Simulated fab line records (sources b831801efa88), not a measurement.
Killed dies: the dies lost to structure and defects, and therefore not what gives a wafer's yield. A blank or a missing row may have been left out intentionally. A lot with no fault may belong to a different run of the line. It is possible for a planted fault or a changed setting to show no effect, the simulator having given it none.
Matching of chambers | flow gf180mcu | GF_M5_ETCH_09 on rie-diel-02 has 4 sister chambers
The step etches Si3N4 in CF4/O2, target depth 52 nm, time 11.6 s. 8 wafers are shown with their chamber, then 9 later ones without.

## EACH WAFER AND ITS CHAMBER
wafer  | chamber | drypump-motor-current-A (A) | oes-product-au (a.u.)
L078.2 | 3       | 5.3                         | 0.985
L078.5 | 3       | 5.2                         | 0.991
L088.2 | 2       | 4.9                         | 1.000
L088.3 | 1       | 5.7                         | 0.996
L088.5 | 2       | 4.8                         | 0.991
L089.2 | 0       | 6.0                         | 1.003
L089.5 | 1       | 5.7                         | 1.005
L089.6 | 0       | 6.0                         | 1.000

## WAFERS WITHOUT THEIR CHAMBER
wafer  | drypump-motor-current-A (A) | oes-product-au (a.u.)
L093.1 | 5.7                         | 1.009
L093.4 | 4.8                         | 1.003
L093.5 | 6.0                         | 0.984
L094.1 | 5.7                         | 0.988
L094.4 | 5.3                         | 0.989
L094.6 | 5.3                         | 0.995
L097.2 | 5.9                         | 0.997
L097.3 | 4.9                         | 1.011
L097.6 | 4.9                         | 1.010

## WHICH CHAMBER EACH ONE RAN IN
wafer  | from the rows above     | in truth
L093.1 | 1                       | 1
L093.4 | 2                       | 2
L093.5 | 0                       | 0
L094.1 | 1                       | 1
L094.4 | 3                       | 3
L094.6 | 3                       | 3
L097.2 | can't be placed: 0 or 1 | 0
L097.3 | 2                       | 2
L097.6 | 2                       | 2
Placed correctly: 8 of 9. Cannot be placed on the basis of these rows: 1; the candidates contain the true chamber in 1. Number placed wrongly: 0.
How it was worked out, from the rows above alone: a wafer's distance from a chamber is the root of the sum, over the readings, of the square of ((its reading less the chamber's mean) divided by the reading's scatter). The wafer belongs to the nearest chamber; if the next one is less than 2 further off, it can't be placed. For every chamber, the mean is computed from those of its wafers that are shown. The scatter is the square root of a quotient: the sum, over the shown wafers, of each reading's squared deviation from its chamber's mean, divided by wafers minus chambers.
